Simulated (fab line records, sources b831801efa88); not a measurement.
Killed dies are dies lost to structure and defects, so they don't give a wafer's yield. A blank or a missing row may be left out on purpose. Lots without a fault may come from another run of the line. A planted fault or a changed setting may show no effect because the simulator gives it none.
A struck lot beside a sound one | flow sky130 | 44 steps out of a route of 708
Sound: wafers L594.1, L594.3, L594.6. Struck: wafers L601.1, L601.3, L601.5. The cause comes at the end.
At each step with rows: each side's tool, then ch and its chambers, then its first start. Under that, the readings that differ: sound wafers | struck wafers | difference of the means | sigmas: that difference in standard deviations of wafers without a fault.
alike: readings whose means differ by less than 2 such deviations, and words and numbers that are the same on both sides. not compared: withheld readings, readings that some wafer has no value for, bounds like >300 that may hide the same value, and numbers for which the record gives no deviation and whose values overlap.
The two part at a step that has a row with sigmas, a row that says differs or no value, or rows on one side only. Numbers that don't overlap but have no deviation are shown without sigmas and don't part them. A reading that every wafer of one side lacks parts them only if that side has two wafers or more.

SKY_SONOS_ONO_THK_MEAS_03:
  sound on film_metro-04, day 14 23:21; struck on film_metro-02, day 17 02:09
  alike: SONOS_ONO_CVD_02_THK
then, 1 step without rows for these wafers: SKY_SONOS_ONO_CVD_04 (deposits SiO2 from SiH4/N2O, target thk 5.7199 nm).
SKY_SONOS_ONO_THK_MEAS_05:
  sound on film_metro-04, day 15 00:41; struck on film_metro-02, day 17 03:28
  alike: SONOS_ONO_CVD_04_THK
then, 7 steps without rows for these wafers: SKY_SONOS_ONO_DEHYDRATE_06 (time 60 s); SKY_SONOS_ONO_HMDS_07 (prime time 60 s); SKY_SONOS_ONO_COAT_08 (resist thk 1140 nm); SKY_SONOS_ONO_SOFTBAKE_09 (time 60 s); SKY_SONOS_ONO_EXPOSE_10 (exposes mask ONOM, target cd 410 nm); SKY_SONOS_ONO_PEB_11; SKY_SONOS_ONO_DEVELOP_12 (develop time 60 s).
SKY_SONOS_ONO_CD_MEAS_13: target cd 410 nm.
  sound on cd_sem-02, day 16 03:50; struck on cd_sem-02, day 18 08:53
  alike: cd_nm
SKY_SONOS_ONO_OVL_MEAS_14:
  sound on overlay-02, day 16 03:58; struck on overlay-01, day 18 09:02
  alike: SONOS_ONO_OVL
SKY_SONOS_ONO_ETCH_15: etches the open film in CHF3/O2, target depth 19.52 nm, time 7.8 s.
  sound on rie_diel-03 ch 1,3, day 16 04:00; struck on rie_diel-03 ch 0,1,2, day 18 09:04
  reading                                        | sound             | struck            | difference | sigmas
  model.etch.depth_nm (nm)                       | 19.33 19.68 19.23 | 5.062 5.237 5.159 | -14.261    |
  model.SONOS_ONO.feature_depth_nm (nm)          | 19.33 19.68 19.23 | 5.062 5.237 5.159 | -14.261    |
  model.NOVOLAK_of_SONOS_ONO_COAT_08.thk_nm (nm) | 1121 1118 1121    | 1140 1139 1139    | +19        |
  alike: O2_flow_sccm, drypump_motor_current_A, oes_product_au, throttle_valve_pct
  not compared: rf_hours_counter_h
then, 1 step without rows for these wafers: SKY_SONOS_ONO_WET_ETCH_16 (etches SiO2 in dHF, target depth 14 nm, time 280 s).
SKY_SONOS_ONO_STRIP_17: strips in O2/N2.
  sound on plasma_asher-02 ch 0,1, day 16 04:06; struck on plasma_asher-03 ch 0,1, day 18 09:11
  reading                      | sound             | struck            | difference | sigmas
  strip_time_to_endpoint_s (s) | 14.07 14.04 14.06 | 14.29 14.27 14.28 | +0.22      | +5
  alike: drypump_motor_current_A, oes_product_au
  not compared: rf_hours_counter_h
then, 3 steps without rows for these wafers: SKY_SONOS_ONO_WET_ETCH_18 (etches Si3N4 in H3PO4, target depth 15 nm, time 172 s); SKY_GATE_OXIDE_CLEAN_00 (cleans in SC1/SC2, time 150 s); SKY_GATE_OXIDE_OXIDATION_01 (stabilise 600 s, purge 300 s, target thk 10.268 nm).
SKY_GATE_OXIDE_THK_MEAS_02:
  sound on film_metro-02, day 16 05:43; struck on film_metro-01, day 18 11:59
  alike: GATE_OXIDE_OXIDATION_00_THK
then, 7 steps without rows for these wafers: SKY_GATE_OXIDE_DEHYDRATE_03 (time 60 s); SKY_GATE_OXIDE_HMDS_04 (prime time 60 s); SKY_GATE_OXIDE_COAT_05 (resist thk 1140 nm); SKY_GATE_OXIDE_SOFTBAKE_06 (time 60 s); SKY_GATE_OXIDE_EXPOSE_07 (exposes mask LVOM, target cd 600 nm); SKY_GATE_OXIDE_PEB_08; SKY_GATE_OXIDE_DEVELOP_09 (develop time 60 s).
SKY_GATE_OXIDE_OVL_MEAS_10:
  sound on overlay-01, day 17 11:00; struck on overlay-02, day 19 18:41
  alike: GATE_OXIDE_OVL
then, 2 steps without rows for these wafers: SKY_GATE_OXIDE_IMPLANT_11; SKY_GATE_OXIDE_WET_ETCH_12 (etches SiO2 in dHF, target depth 16.8 nm, time 336 s).
SKY_GATE_OXIDE_STRIP_13: strips in O2/N2.
  sound on plasma_asher-03 ch 0,1, day 17 11:17; struck on plasma_asher-03 ch 0,1, day 19 19:05
  reading                      | sound             | struck            | difference | sigmas
  strip_time_to_endpoint_s (s) | 14.26 14.27 14.26 | 14.18 14.17 14.19 | -0.08      | -2
  alike: drypump_motor_current_A, oes_product_au
  not compared: rf_hours_counter_h
SKY_GATE_OXIDE_TW_MEAS_14:
  sound on film_metro-02, day 17 11:23; struck on film_metro-01, day 19 19:11
  alike: GATE_OXIDE_TW
then, 3 steps without rows for these wafers: SKY_GATE_OXIDE_CLEAN_15 (cleans in SC1/SC2, time 150 s); SKY_GATE_OXIDE_OXIDATION_16 (stabilise 600 s, purge 300 s, target thk 3.57 nm); SKY_POLY_GATE_CVD_00 (deposits poly-Si, target thk 180 nm, time 720 s).
SKY_POLY_GATE_THK_MEAS_01:
  sound on film_metro-01, day 17 16:47; struck on film_metro-01, day 19 22:37
  alike: POLY_GATE_CVD_00_THK
then, 7 steps without rows for these wafers: SKY_RES_PROTECT_DEHYDRATE_00 (time 60 s); SKY_RES_PROTECT_HMDS_01 (prime time 60 s); SKY_RES_PROTECT_COAT_02 (resist thk 1140 nm); SKY_RES_PROTECT_SOFTBAKE_03 (time 60 s); SKY_RES_PROTECT_EXPOSE_04 (exposes mask RPM, target cd 1270 nm); SKY_RES_PROTECT_PEB_05; SKY_RES_PROTECT_DEVELOP_06 (develop time 60 s).
-- the record jumps here: 13 days lie between the struck wafers' starts before and after (it left off in module RES_PROTECT and takes up again in module SALICIDE, whose first step shown is number 361 of the route) --
SKY_SALICIDE_CLEAN_00: cleans in HF-last, time 30 s.
  sound on wet_bench-03 ch 3, day 31 14:52; struck on wet_bench-02 ch 0, day 33 09:53
  reading                                    | sound             | struck          | difference | sigmas
  model.SiO2_of_FIELD_ISO_CVD_24.thk_nm (nm) | 359.2 358.2 358.1 | 361.7 361.2 362 | +3.1       |
-- the record jumps here: 16 days lie between the struck wafers' starts before and after (it left off in module SALICIDE and takes up again in module PAD_OPEN, whose first step shown is number 708 of the route) --
SKY_PAD_OPEN_PROBE_99:
  sound on prober-02, day 48 11:37; struck on prober-01, day 49 14:19
  reading                                | sound                         | struck                        | difference | sigmas
  model.etest.nfet_16v.r_on_ohm_um       | 1.433e+04 1.43e+04 1.431e+04  | 1.759e+04 1.767e+04 1.75e+04  | +3.273e+03 |
  model.etest.pfet_16v.r_on_ohm_um       | 1.515e+04 1.511e+04 1.526e+04 | 1.639e+04 1.634e+04 1.611e+04 | +1.107e+03 |
  model.etest.pfet_g5v0d10v5.r_on_ohm_um | 4762 4752 4772                | 5535 5538 5454                | +747       |
  model.etest.nfet_g5v0d10v5.r_on_ohm_um | 1905 1896 1886                | 2458 2467 2425                | +554       |
  model.etest.nfet_g5v0d10v5.drive_ua_um | 591.9 598.3 595.8             | 395.3 394.8 404.2             | -197.2     |
  model.etest.tip_sonos.rs_ohm_sq        | 2696 2692 2647                | 2880 2912 2880                | +212       |
  model.etest.nfet_05v0_nvt.drive_ua_um  | 559.2 569 563.7               | 422.4 421.6 427.6             | -140.1     |
  model.etest.nfet_16v.drive_ua_um       | 213.5 215.7 215.9             | 132 132.5 133.3               | -82        |
  alike: killed_at_M0_to_M3, killed_at_M4_up, killed_at_contacts, killed_at_front_end, killed_at_other, killed_dies, killed_open, killed_short

WHERE THEY PART
First at SKY_SONOS_ONO_STRIP_17; last, within this record, at SKY_GATE_OXIDE_STRIP_13. Later steps at which nothing parts them and some readings are alike: SKY_GATE_OXIDE_TW_MEAS_14, SKY_POLY_GATE_THK_MEAS_01, SKY_PAD_OPEN_PROBE_99.

WHY: what the simulator had put in
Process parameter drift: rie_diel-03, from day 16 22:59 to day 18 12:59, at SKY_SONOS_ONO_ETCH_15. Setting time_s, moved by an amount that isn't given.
